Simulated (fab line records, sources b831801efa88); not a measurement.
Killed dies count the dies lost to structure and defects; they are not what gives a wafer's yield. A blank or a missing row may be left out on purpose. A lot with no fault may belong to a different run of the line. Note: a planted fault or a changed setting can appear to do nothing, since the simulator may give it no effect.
2 desks looking at one fault | flow gf180mcu | each desk has only its own numbers; what lay behind them comes last

## METROLOGY DESK
Means of the sampled wafers that have a number, per lot and without regard to the tool the lot ran on: this is what the gauges read. A lot is out of limits, marked OUT, if its mean lies more than 4 standard deviations from the usual mean; the brackets give that distance.
Columns: A = cd nm at GF_STI_CD_MEAS_12, usual 220.2 nm; B = VT_IMPLANT_03_OVL at GF_VT_IMPLANT_OVL_MEAS_40, usual -1.0 nm; C = cd nm at GF_CONTACT_CD_MEAS_14, usual 220.3 nm
lot  | first seen here | A                | B    | C
L212 | day 2 03:06     | 219.2            | -2.8 | 218.6
L214 | day 2 14:19     | 222.4            | -0.7 | 219.6
L215 | day 2 16:16     | 221.4            | 0.7  | 222.7
L216 | day 2 23:52     | 219.5            | -1.0 | 221.1
L217 | day 3 05:05     | 218.5            | 1.3  | 218.6
L218 | day 3 07:40     | 220.1            | -2.7 | 218.2
L221 | day 3 22:56     | 219.3            | -1.4 | 218.9
L222 | day 4 04:11     | 219.9            | 0.6  | 219.8
L223 | day 4 12:40     | 219.6            | -0.2 | 218.5
L224 | day 4 16:39     | 220.1            | 1.6  | 219.0
L226 | day 5 04:28     | 220.3            | 0.2  | 220.8
L233 | day 6 13:31     | 215.7 (-4.1) OUT | -1.7 | 220.8
L234 | day 6 19:42     | 221.8            | -1.9 | 219.5
This desk's verdict: out of limits on L233, starting with L233 at day 6 13:31 (cd nm at GF_STI_CD_MEAS_12). L212, L214, L215, L216, L217, L218, L221, L222, L223, L224, L226, L234: within limits.

## DESK OF THE TOOL OWNER: litho track-04
The tool's own readings at GF_STI_PEB_10 (peb time 90 s): means of the sampled wafers that have a number, for each lot that ran on this tool. A lot is out of limits, marked OUT, if its mean lies more than 4 standard deviations from the usual mean; the brackets give that distance.
Columns: A = exhaust pa at GF_STI_PEB_10, usual 45.0 Pa
lot  | first seen here | A
L214 | day 2 13:58     | 44.1
L215 | day 2 15:55     | 45.2
L218 | day 3 07:19     | 44.4
L224 | day 4 16:11     | 45.6
L233 | day 6 13:10     | 45.8
This desk found nothing out of limits on any of the 5 lots.

## ALL TOGETHER
L233 would have let the metrology desk raise an alarm at day 6 13:31.
The tool owner's desk saw nothing out of limits.
The tool owner's desk has L233 on record, within its limits.
Every lot named ran GF_STI_PEB_10 on litho track-04.

## WHAT THE SIMULATOR HAD INSERTED
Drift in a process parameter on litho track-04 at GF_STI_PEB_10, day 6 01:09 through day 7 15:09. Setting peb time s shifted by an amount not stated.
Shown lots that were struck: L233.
Hours from the fault's start to each desk's first reading out of limits: the metrology desk, 12.
